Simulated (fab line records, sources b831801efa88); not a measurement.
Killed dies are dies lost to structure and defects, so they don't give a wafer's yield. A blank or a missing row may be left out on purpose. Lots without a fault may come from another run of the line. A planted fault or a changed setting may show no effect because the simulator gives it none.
fab line records | flow sky130
record lots=6 wafers=18 last_day=49
route steps=708 shown METAL4@622 PAD_OPEN@708
lots that met no fault: from a run of the same line without faults
start_h: hours from the record's first day to the start of the lot's first wafer shown | wait_h: hours since the lot's step before | " the same as in the row above | L1.1+2: a row that stands for several wafers | - no value, or no start given | * or withheld: withheld | < > ~ a bound
route shown NAME@n: a module of which the file shows steps, and the number in the route of the first | usual: mean/standard deviation of fault-free wafers | same: alike in all rows | chamber/n: place in a boat | sites: the reading at each site | _std_site: their standard deviation | _edge_site: outer sites' mean less inner sites' | radius_mm: how far each site lies from the wafer's centre | mask NAME#n: copy n | behind: the tool/chamber that last shaped the wafer | hold: why the lot was held/for how many hours/how that ended | device: the transistor (n, p or np) that didn't switch | end of line: the same wafers' tests at the end of the route | a step without rows: its recipe alone | killed: dies lost to structure and defects at the first sort, not the wafer's yield | map: a wafer's dies, x killed, . not, _ none there
set.NAME: the setting as run; set.NAME@STEP: as run at that earlier step | model.NAME: the simulator's own value behind a step, which no gauge read
lots at some steps of the route; a table a step, a row a wafer
services: from which hour (start_h, from the record's first day; less than 0 if before it) a tool's chamber was out of use, for how many hours, and why
## steps
# step SKY_METAL4_HMDS_06
# recipe prime_time_s=60 prime_temp_c=120
# step SKY_METAL4_COAT_07
# recipe resist=BARC temp_c=withheld time_s=withheld spin_rpm=3000 resist_thk_nm=60
# step SKY_METAL4_COAT_08
# recipe resist=KrF-thick spin_rpm=3000 resist_thk_nm=1140
# step SKY_METAL4_SOFTBAKE_09
# recipe temp_c=100 time_s=90 resist=KrF-thick
# step SKY_METAL4_EXPOSE_10
# recipe mask_id=MM4 na=0.68 source_shape=annular sigma_inner=0.4 sigma_outer=0.8 target_cd_nm=300 dose_mj=28
# step SKY_METAL4_PEB_11
# recipe peb_temp_c=withheld peb_time_s=withheld resist=KrF-thick
# step SKY_METAL4_DEVELOP_12
# recipe develop_time_s=60 resist=KrF-thick dev_temp_c=21
# step SKY_METAL4_CD_MEAS_13
# recipe target_cd_nm=300
# usual cd_nm=299.9/1.5
# columns lot.wafer tool chamber start_h wait_h cd_nm
L972.1 cd_sem-02 - 981.54 - 297.0
L972.4 " - " " 294.8
L972.5 " - " " 296.3
L978.1 cd_sem-01 - 1047.24 - 299.7
L978.3 " - " " 300.8
L978.5 " - " " 300.0
L977.2 cd_sem-02 - 1049.11 - 300.3
L977.3 " - " " 301.0
L977.6 " - " " 301.4
L983.3 cd_sem-01 - 1062.77 - 298.9
L983.4 " - " " 298.5
L983.5 " - " " 301.1
L990.3 cd_sem-01 - 1103.08 - 299.7
L990.4 " - " " 301.0
L990.5 " - " " 299.6
L992.1 cd_sem-01 - 1108.33 - 299.0
L992.3 " - " " 298.9
L992.6 " - " " 299.0
# step SKY_METAL4_OVL_MEAS_14
# usual METAL4_OVL=-2/5.6
# columns lot.wafer tool chamber start_h wait_h METAL4_OVL[nm]
L972.1 overlay-02 - 981.66 0.1 4
L972.4 " - " " 4
L972.5 " - " " -1
L978.1 overlay-02 - 1047.36 0.1 -8
L978.3 " - " " -5
L978.5 " - " " -6
L977.2 overlay-01 - 1049.21 0.1 -2
L977.3 " - " " -3
L977.6 " - " " -4
L983.3 overlay-01 - 1062.86 0.1 -4
L983.4 " - " " -7
L983.5 " - " " -8
L990.3 overlay-01 - 1103.17 0.1 -1
L990.4 " - " " 0
L990.5 " - " " -2
L992.1 overlay-01 - 1108.45 0.1 -3
L992.3 " - " " -6
L992.6 " - " " -7
# step SKY_METAL4_DESCUM_15
# recipe chemistry=O2 source_power_w=150 bias_power_w=0 pressure_mtorr=10 temp_c=40 time_s=8
# usual drypump_motor_current_A=5.8/0.49 oes_product_au=1.002/0.02
# columns lot.wafer tool chamber start_h wait_h drypump_motor_current_A oes_product_au rf_hours_counter_h
L972.1 rie_metal-03 1 981.69 0.0 5.9 0.984 12
L972.4 " 1 " " 5.9 0.990 -
L972.5 " 1 " " 5.9 0.984 -
L978.1 rie_metal-03 0 1047.39 0.0 5.6 1.039 14
L978.3 " 1 " " 6.0 0.979 -
L978.5 " 1 " " 6.0 0.988 -
L977.2 rie_metal-03 0 1049.24 0.0 5.5 1.050 14
L977.3 " 0 " " 5.6 1.037 -
L977.6 " 0 " " 5.5 1.036 -
L983.3 rie_metal-03 1 1062.90 0.0 6.0 0.985 -
L983.4 " 0 " " 5.6 1.045 -
L983.5 " 1 " " 6.0 0.996 -
L990.3 rie_metal-03 1 1103.21 0.0 6.0 0.992 -
L990.4 " 0 " " 5.6 1.023 -
L990.5 " 0 " " 5.6 1.028 -
L992.1 rie_metal-02 1 1108.49 0.0 5.3 0.996 25
L992.3 " 0 " " 6.6 1.004 -
L992.6 " 0 " " 6.6 1.003 -
# step SKY_METAL4_ETCH_16
# recipe chemistry=N2/H2 target=BARC ion_energy_ev=200 bias_w=100 pressure_mtorr=30 n2_flow_sccm=100 h2_flow_sccm=200 icp_w=500 stop_on=SiO2 time_s=88.2 target_depth_a=600
# usual bias_w=100.0/0.31 chamber_pressure_mTorr=29.996/0.024 drypump_motor_current_A=5.8/0.49 oes_product_au=0.627/0.0045 throttle_valve_pct=13.205/0.0089
# columns lot.wafer tool chamber start_h wait_h bias_w chamber_pressure_mTorr drypump_motor_current_A oes_product_au rf_hours_counter_h throttle_valve_pct
L972.1 rie_metal-03 1 981.73 0.0 100.0 29.974 6.0 0.626 12 13.215
L972.4 " 1 " " 100.3 30.019 6.0 0.628 - 13.206
L972.5 " 1 " " 99.9 30.007 6.0 0.628 - 13.208
L978.1 rie_metal-03 0 1047.42 0.0 100.8 29.973 5.6 0.626 14 13.195
L978.3 " 1 " " 100.1 29.969 5.9 0.628 - 13.191
L978.5 " 1 " " 100.3 30.017 6.0 0.623 - 13.219
L977.2 rie_metal-03 0 1049.27 0.0 99.5 29.997 5.6 0.620 14 13.209
L977.3 " 0 " " 100.0 29.976 5.6 0.629 - 13.213
L977.6 " 0 " " 99.2 30.024 5.6 0.624 - 13.213
L983.3 rie_metal-03 1 1062.95 0.0 99.9 30.024 5.9 0.630 - 13.196
L983.4 " 0 " " 99.9 30.009 5.6 0.621 - 13.218
L983.5 " 1 " " 100.2 29.991 6.0 0.625 - 13.201
L990.3 rie_metal-03 1 1103.26 0.0 100.2 29.994 6.0 0.633 - 13.196
L990.4 " 0 " " 99.8 29.999 5.6 0.624 - 13.193
L990.5 " 0 " " 100.4 29.960 5.6 0.627 - 13.194
L992.1 rie_metal-02 1 1108.52 0.0 100.2 29.977 5.3 0.627 25 13.203
L992.3 " 0 " " 100.4 30.024 6.6 0.625 - 13.208
L992.6 " 0 " " 99.9 30.063 6.6 0.629 - 13.204
# step SKY_METAL4_ETCH_17
# recipe target=SiO2 stop_on=TiN chemistry=C4F8/O2/Ar source_w=1500 bias_w=1200 pressure_mtorr=40 c4f8_flow_sccm=withheld O2_flow_sccm=6 Ar_flow_sccm=300 time_s=3.9 target_depth_a=150
# usual bias_w=1200/3.8 chamber_pressure_mTorr=40.00/0.036 oes_product_au=0.753/0.0085
# columns lot.wafer tool chamber start_h wait_h bias_w chamber_pressure_mTorr oes_product_au rf_hours_counter_h
L972.1 rie_diel-01 3 981.82 0.1 1210 40.02 0.742 7
L972.4 " 0 " " 1203 39.98 0.749 6
L972.5 " 0 " " 1198 39.98 0.741 -
L978.1 rie_diel-03 0 1047.52 0.1 1197 40.07 0.747 15
L978.3 " 3 " " 1203 40.01 0.751 22
L978.5 " 1 " " 1199 39.99 0.755 -
L977.2 rie_diel-04 0 1049.37 0.1 1199 40.00 0.755 21
L977.3 " 3 " " 1196 40.04 0.754 10
L977.6 " 3 " " 1195 40.01 0.763 -
L983.3 rie_diel-03 1 1063.02 0.0 1194 39.94 0.764 21
L983.4 " 2 " " 1202 39.99 0.739 18
L983.5 " 1 " " 1198 40.00 0.760 -
L990.3 rie_diel-01 3 1103.33 0.0 1200 40.06 0.749 11
L990.4 " 1 " " 1199 39.99 0.752 9
L990.5 " 2 " " 1196 39.95 0.760 -
L992.1 rie_diel-04 2 1108.62 0.1 1201 39.99 0.761 20
L992.3 " 1 " " 1201 39.98 0.751 13
L992.6 " 0 " " 1203 40.05 0.762 -
# step SKY_METAL4_METAL_ETCH_18
# recipe target_depth_a=8450 stop_on=SiO2 over_etch_frac=0.3 time_s=183.1 chemistry=Cl2/BCl3 resist_sidewall_deg=88 pressure_mtorr=10 icp_w=900 bias_w=48.5 Cl2_flow_sccm=60 bcl3_flow_sccm=30
# usual bcl3_flow_sccm=30.00/0.092 bias_w=48.51/0.13 drypump_motor_current_A=5.8/0.49 oes_product_au=0.882/0.0066 throttle_valve_pct=22.263/0.0085
# columns lot.wafer tool chamber start_h wait_h bcl3_flow_sccm bias_w drypump_motor_current_A oes_product_au rf_hours_counter_h throttle_valve_pct model.KrF-thick_of_METAL4_COAT_08.thk_nm model.SiO2_of_VIA3_HDPCVD_00.thk_nm model.METAL4.cd_nm
L972.1 rie_metal-01 0 981.84 0.0 29.97 48.73 6.3 0.885 14 22.258 526.9 435.9 291.6
L972.4 " 0 " " 29.92 48.36 6.3 0.880 - 22.261 531.7 435.6 290.5
L972.5 " 0 " " 30.02 48.34 6.3 0.881 - 22.265 531 435.1 290.8
L978.1 rie_metal-01 0 1047.54 0.0 - - - - - - 1079 463.4 300.1
L978.3 " 1 " " - - - - - - 1086 459.9 302.2
L978.5 " 0 " " - - - - - - 1081 461.4 301.5
L977.2 rie_metal-01 0 1049.39 0.0 - - - - - - 1076 462.2 301.3
L977.3 " 0 " " - - - - - - 1078 463.5 301.3
L977.6 " 1 " " - - - - - - 1077 461.5 301.6
L983.3 rie_metal-02 1 1063.10 0.1 30.00 48.69 5.3 0.885 - 22.258 544 438.4 286.7
L983.4 " 0 " " 29.96 48.74 6.6 0.883 - 22.267 528.8 436.7 293.8
L983.5 " 0 " " 30.13 48.53 6.5 0.881 - 22.268 542.2 435.1 298.7
L990.3 rie_metal-02 1 1103.40 0.1 30.22 48.47 5.3 0.872 - 22.259 534.2 435.5 285.7
L990.4 " 0 " " 30.08 48.27 6.6 0.877 - 22.264 528.5 435 297.4
L990.5 " 1 " " 30.04 48.60 5.3 0.876 - 22.250 523.9 435.8 280.1
L992.1 rie_metal-03 1 1108.64 0.0 30.00 48.73 6.0 0.874 20 22.264 540.6 435.9 300.9
L992.3 " 1 " " 30.00 48.65 6.0 0.891 - 22.259 536 435.9 300.1
L992.6 " 1 " " 30.05 48.60 5.9 0.883 - 22.263 544 437.1 299.5
# step SKY_METAL4_STRIP_19
# recipe chemistry=O2/N2 power_w=1400 pressure_mtorr=1500 platen_temp_c=withheld o2_flow_sccm=3000 n2_flow_sccm=300 overash_fraction=0.5
# usual drypump_motor_current_A=5.7/0.7 oes_product_au=0.502/0.0075 strip_time_to_endpoint_s=6.54/0.14
# columns lot.wafer tool chamber start_h wait_h drypump_motor_current_A oes_product_au rf_hours_counter_h strip_time_to_endpoint_s
L972.1 plasma_asher-04 1 982.20 0.3 4.7 0.506 21 6.54
L972.4 " 1 " " 4.7 0.501 - 6.57
L972.5 " 0 " " 6.7 0.506 - 6.57
L978.1 plasma_asher-03 1 1047.72 0.1 5.5 0.709 63 11.88
L978.3 " 1 " " 5.5 0.715 - 11.94
L978.5 " 1 " " 5.5 0.721 - 11.91
L977.2 plasma_asher-01 0 1049.57 0.1 5.2 0.718 91 11.85
L977.3 " 0 " " 5.2 0.706 - 11.88
L977.6 " 1 " " 6.2 0.721 - 11.87
L983.3 plasma_asher-01 0 1063.25 0.1 5.3 0.516 - 6.70
L983.4 " 1 " " 6.2 0.505 - 6.54
L983.5 " 0 " " 5.2 0.510 - 6.70
L990.3 plasma_asher-04 1 1103.56 0.1 4.7 0.507 - 6.58
L990.4 " 0 " " 6.7 0.501 - 6.54
L990.5 " 1 " " 4.7 0.501 - 6.51
L992.1 plasma_asher-04 0 1108.82 0.1 6.7 0.507 33 6.66
L992.3 " 1 " " 4.7 0.511 - 6.61
L992.6 " 0 " " 6.7 0.507 - 6.71
# step SKY_METAL4_STRIP_20
# recipe chemistry=post_etch_residue_remover time_s=1200 temp_c=72.5
# step SKY_PAD_OPEN_PROBE_99
# usual defect_limited_yield=82.5/1.8 killed_at_M0_to_M3=44/6.6 killed_at_M4_up=2.9/1.8 killed_at_contacts=24/4.8 killed_at_front_end=15/4.5 killed_at_other=0.3/0.64 killed_dies=86/8.7 killed_on_rim=17/3.8 killed_open=47/6.5 killed_short=39/5.8 sort_bin_3_pad_short=0.9/0.4 sort_bin_5_function=10.3/1.4 sort_bin_6_memory=6.2/1.1 sort_n_pass=406/8.7 sort_yield_pct=82.5/1.8
# same gross_dies=492 killed_at_back_side=0 sort_bin_4_leakage[%]=0 sort_bin_8_speed[%]=0
# columns lot.wafer tool chamber start_h wait_h defect_limited_yield[%] killed_at_M0_to_M3 killed_at_M4_up killed_at_contacts killed_at_front_end killed_at_other killed_dies killed_on_rim killed_open killed_short sort_bin_3_pad_short[%] sort_bin_5_function[%] sort_bin_6_memory[%] sort_n_pass sort_yield_pct[%]
L972.1 prober-01 - 1078.10 0.1 80.9 48 5 26 15 0 94 14 50 44 0.8 11.0 7.3 398 80.9
L972.4 prober-01 - 1078.25 0.2 80.1 55 0 31 11 1 98 25 50 48 1.0 11.6 7.3 394 80.1
L972.5 prober-01 - 1078.30 0.2 81.1 39 2 27 25 0 93 15 49 44 0.8 10.8 7.3 399 81.1
L978.1 prober-02 - 1134.82 0.1 0 24 431 24 13 0 492 96 40 24 0.4 94.5 5.1 0 0
L978.3 prober-02 - 1134.92 0.2 0 31 431 21 9 0 492 96 38 24 0.6 96.1 3.3 0 0
L978.5 prober-02 - 1135.02 0.2 0 43 427 13 9 0 492 96 39 27 0.6 95.5 3.9 0 0
L977.2 prober-01 - 1137.77 0.1 0 42 411 25 14 0 492 96 42 39 0.6 92.9 6.5 0 0
L977.3 prober-01 - 1137.82 0.2 0 43 406 27 14 2 492 96 53 33 1.2 93.5 5.3 0 0
L977.6 prober-01 - 1137.97 0.2 0 64 387 31 9 1 492 96 72 39 1.0 91.3 7.7 0 0
L983.3 prober-02 - 1149.18 0.2 83.1 44 0 19 20 0 83 22 47 35 0.2 9.1 7.5 409 83.1
L983.4 prober-02 - 1149.23 0.2 84.1 43 2 21 12 0 78 18 52 25 0.4 10.6 4.9 414 84.1
L983.5 prober-02 - 1149.28 0.2 82.9 40 1 29 14 0 84 16 51 32 1.0 9.3 6.7 408 82.9
L990.3 prober-01 - 1181.90 0.2 80.7 42 3 29 21 0 95 17 54 41 0.8 12.8 5.7 397 80.7
L990.4 prober-01 - 1181.95 0.2 84.1 38 1 19 19 1 78 10 47 31 1.0 9.3 5.5 414 84.1
L990.5 prober-01 - 1182.00 0.2 82.3 45 1 27 14 0 87 21 46 41 1.2 10.8 5.7 405 82.3
L992.1 prober-01 - 1186.76 0.1 81.1 41 4 25 22 1 93 21 55 37 0.4 11.6 6.9 399 81.1
L992.3 prober-01 - 1186.86 0.2 83.3 36 4 21 21 0 82 20 42 35 1.0 9.3 6.3 410 83.3
L992.6 prober-01 - 1187.01 0.2 82.7 53 3 16 13 0 85 9 48 36 0.6 10.8 5.9 407 82.7
# killed by level:class
L972.1 VIA1:geometric_particle:short=10 CONTACT:geometric_particle:open=8 VIA1:geometric_particle:open=7 LI_CONTACT:geometric_particle:open=7 METAL2:geometric_particle:short=7 VIA2:geometric_particle:open=7 VIA3:geometric_particle:open=6 FIELD_ISO:geometric_particle:open=5
L972.4 VIA1:geometric_particle:open=12 CONTACT:geometric_particle:open=11 METAL1:geometric_particle:short=10 VIA2:geometric_particle:open=9 LOCAL_INTERCONNECT:geometric_particle:short=7 CONTACT:geometric_particle:short=7 METAL2:geometric_particle:short=7 VIA3:geometric_particle:open=5
L972.5 VIA1:geometric_particle:open=11 LI_CONTACT:geometric_particle:open=10 FIELD_ISO:geometric_particle:short=7 METAL1:geometric_particle:short=7 FIELD_ISO:geometric_particle:open=6 LOCAL_INTERCONNECT:geometric_particle:short=6 VIA2:geometric_particle:open=6 VIA3:geometric_particle:open=6
L978.1 METAL4:area_etch=428 VIA1:geometric_particle:open=11 LI_CONTACT:geometric_particle:open=10 FIELD_ISO:geometric_particle:open=5 CONTACT:geometric_particle:open=5 CONTACT:geometric_particle:short=4 FIELD_ISO:geometric_particle:short=3 POLY_GATE:geometric_particle:short=3
L978.3 METAL4:area_etch=430 CONTACT:geometric_particle:open=10 VIA1:geometric_particle:open=8 VIA3:geometric_particle:open=6 VIA1:geometric_particle:short=4 LOCAL_INTERCONNECT:geometric_particle:short=4 METAL2:geometric_particle:short=4 POLY_CUT:geometric_particle:open=3
L978.5 METAL4:area_etch=426 VIA1:geometric_particle:open=14 CONTACT:geometric_particle:open=8 POLY_GATE:geometric_particle:short=5 VIA2:geometric_particle:open=5 METAL2:geometric_particle:open=4 METAL2:geometric_particle:short=4 VIA3:geometric_particle:open=4
L977.2 METAL4:area_etch=411 CONTACT:geometric_particle:open=12 METAL2:geometric_particle:short=7 VIA3:geometric_particle:open=7 VIA1:geometric_particle:open=6 LOCAL_INTERCONNECT:geometric_particle:short=6 FIELD_ISO:geometric_particle:short=5 METAL1:geometric_particle:short=4
L977.3 METAL4:area_etch=405 VIA1:geometric_particle:open=15 LI_CONTACT:geometric_particle:open=12 CONTACT:geometric_particle:open=8 VIA3:geometric_particle:short=8 VIA1:geometric_particle:short=5 VIA2:geometric_particle:open=5 FIELD_ISO:geometric_particle:short=4
L977.6 METAL4:area_etch=381 VIA1:geometric_particle:open=18 VIA3:geometric_particle:open=11 LI_CONTACT:geometric_particle:open=9 VIA2:geometric_particle:open=9 CONTACT:geometric_particle:open=8 METAL2:geometric_particle:short=7 LI_CONTACT:geometric_particle:short=4
L983.3 VIA1:geometric_particle:open=8 VIA1:geometric_particle:short=7 VIA2:geometric_particle:open=7 LI_CONTACT:geometric_particle:open=6 CONTACT:geometric_particle:open=6 METAL1:geometric_particle:short=6 VIA3:geometric_particle:open=5 POLY_GATE:geometric_particle:open=4
L983.4 VIA1:geometric_particle:open=17 LI_CONTACT:geometric_particle:open=10 CONTACT:geometric_particle:open=7 VIA3:geometric_particle:open=6 METAL1:geometric_particle:short=5 VIA2:geometric_particle:open=4 POLY_GATE:geometric_particle:short=3 METAL1:geometric_particle:open=3
L983.5 CONTACT:geometric_particle:open=9 LI_CONTACT:geometric_particle:open=8 VIA1:geometric_particle:open=8 VIA3:geometric_particle:open=7 VIA1:geometric_particle:short=5 METAL2:geometric_particle:short=5 POLY_GATE:geometric_particle:open=4 LOCAL_INTERCONNECT:geometric_particle:short=4
L990.3 VIA1:geometric_particle:open=10 CONTACT:geometric_particle:open=9 LI_CONTACT:geometric_particle:open=8 VIA3:geometric_particle:open=8 POLY_GATE:geometric_particle:open=6 LOCAL_INTERCONNECT:geometric_particle:short=6 CONTACT:geometric_particle:short=6 FIELD_ISO:geometric_particle:open=5
L990.4 VIA1:geometric_particle:open=12 FIELD_ISO:geometric_particle:open=6 VIA2:geometric_particle:open=6 VIA3:geometric_particle:open=6 FIELD_ISO:geometric_particle:short=5 LOCAL_INTERCONNECT:geometric_particle:short=4 LI_CONTACT:geometric_particle:open=4 LI_CONTACT:geometric_particle:short=4
L990.5 VIA1:geometric_particle:open=11 VIA2:geometric_particle:open=9 CONTACT:geometric_particle:short=8 LI_CONTACT:geometric_particle:open=6 LOCAL_INTERCONNECT:geometric_particle:short=6 VIA3:geometric_particle:open=6 VIA2:geometric_particle:short=6 LI_CONTACT:geometric_particle:short=4
L992.1 VIA1:geometric_particle:open=14 FIELD_ISO:geometric_particle:short=9 CONTACT:geometric_particle:open=9 VIA2:geometric_particle:open=8 CONTACT:geometric_particle:short=7 LI_CONTACT:geometric_particle:open=6 METAL2:geometric_particle:short=4 POLY_GATE:geometric_particle:open=4
L992.3 VIA1:geometric_particle:open=10 CONTACT:geometric_particle:open=9 VIA2:geometric_particle:open=9 POLY_GATE:geometric_particle:short=4 CONTACT:geometric_particle:short=4 METAL2:geometric_particle:short=4 NWELL:coat_microbubble_printed=4 FIELD_ISO:geometric_particle:short=3
L992.6 VIA1:geometric_particle:open=11 VIA3:geometric_particle:open=11 VIA1:geometric_particle:short=6 METAL2:geometric_particle:short=6 CONTACT:geometric_particle:open=5 METAL1:geometric_particle:short=5 VIA2:geometric_particle:open=5 LI_CONTACT:geometric_particle:open=4
# map L977.2 (x killed, . not)
__________xxxxxxxxxx_________
________xxxxxxxxxxxxxx_______
______xxxxxxxxxxxxxxxxxx_____
_____xxxxxxxxxxxxxxxxxxxx____
____xxxxxxxxxxxxxxxxxxxxxx___
___xxxxxxxxxxxxxxxxxxxxxxxx__
__xxxxxxxxxxxxxxxxxxxxxxxxxx_
_xxxxxxxxxxxxxxxxxxxxxxxxxxxx
_xxxxxxxxxxxxxxxxxxxxxxxxxxxx
_xxxxxxxxxxxxxxxxxxxxxxxxxxxx
_xxxxxxxxxxxxxxxxxxxxxxxxxxxx
_xxxxxxxxxxxxxxxxxxxxxxxxxxxx
_xxxxxxxxxxxxxxxxxxxxxxxxxxxx
_xxxxxxxxxxxxxxxxxxxxxxxxxxxx
_xxxxxxxxxxxxxxxxxxxxxxxxxxxx
__xxxxxxxxxxxxxxxxxxxxxxxxxx_
___xxxxxxxxxxxxxxxxxxxxxxxx__
____xxxxxxxxxxxxxxxxxxxxxx___
_____xxxxxxxxxxxxxxxxxxxx____
______xxxxxxxxxxxxxxxxxx_____
________xxxxxxxxxxxxxx_______
__________xxxxxxxxxx_________
# map L978.1 (x killed, . not)
__________xxxxxxxxxx_________
________xxxxxxxxxxxxxx_______
______xxxxxxxxxxxxxxxxxx_____
_____xxxxxxxxxxxxxxxxxxxx____
____xxxxxxxxxxxxxxxxxxxxxx___
___xxxxxxxxxxxxxxxxxxxxxxxx__
__xxxxxxxxxxxxxxxxxxxxxxxxxx_
_xxxxxxxxxxxxxxxxxxxxxxxxxxxx
_xxxxxxxxxxxxxxxxxxxxxxxxxxxx
_xxxxxxxxxxxxxxxxxxxxxxxxxxxx
_xxxxxxxxxxxxxxxxxxxxxxxxxxxx
_xxxxxxxxxxxxxxxxxxxxxxxxxxxx
_xxxxxxxxxxxxxxxxxxxxxxxxxxxx
_xxxxxxxxxxxxxxxxxxxxxxxxxxxx
_xxxxxxxxxxxxxxxxxxxxxxxxxxxx
__xxxxxxxxxxxxxxxxxxxxxxxxxx_
___xxxxxxxxxxxxxxxxxxxxxxxx__
____xxxxxxxxxxxxxxxxxxxxxx___
_____xxxxxxxxxxxxxxxxxxxx____
______xxxxxxxxxxxxxxxxxx_____
________xxxxxxxxxxxxxx_______
__________xxxxxxxxxx_________
## services
# columns tool chamber start_h hours kind
plasma_asher-03 - 963.15 1.2 repair
rie_diel-04 - 969.17 14.6 pm
rie_metal-01 1 970.98 21.7 repair
rie_diel-04 1 995.31 19.5 repair
rie_diel-04 2 995.54 33.2 repair
rie_diel-04 0 997.77 1.8 repair
rie_diel-01 2 1007.16 2.5 repair
rie_diel-01 2 1010.12 1.7 repair
rie_diel-03 - 1014.83 0.9 repair
rie_diel-03 2 1025.56 5.7 repair
rie_metal-03 - 1026.89 2.8 pm
rie_diel-04 3 1027.92 6.6 repair
rie_diel-01 - 1081.69 0.7 repair
rie_diel-03 0 1093.18 6.0 repair
## key
first_sign step=SKY_METAL4_METAL_ETCH_18 reading=tool_record direction=missing
effect step=SKY_METAL4_STRIP_19 reading=strip_time_to_endpoint_s direction=up sigmas=38 usual=* struck=*
effect step=SKY_PAD_OPEN_PROBE_99 reading=killed_at_M4_up direction=up sigmas=99+ usual=2.9 struck=415.5
model_effect step=SKY_METAL4_METAL_ETCH_18 value=KrF-thick_of_METAL4_COAT_08.thk_nm without=537.3 struck=1079
more_kills_born_at SKY_METAL4_METAL_ETCH_18@rie_metal-01=2481
met_at SKY_METAL4_METAL_ETCH_18
struck_wafers L977.2,L977.3,L977.6,L978.1,L978.3,L978.5
later_rows_left_out L977.2,L977.3,L977.6,L978.1,L978.3,L978.5
onset_between 981.84 1047.54
fault kind=skipped_step_whole tool=rie_metal-01 chamber=- onset_h=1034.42 steps=SKY_METAL4_METAL_ETCH_18 scope=struck_lots_only
# later_rows_left_out: the simulator's readings of these wafers behind a module that went badly wrong aren't trusted and aren't shown, but for the sort
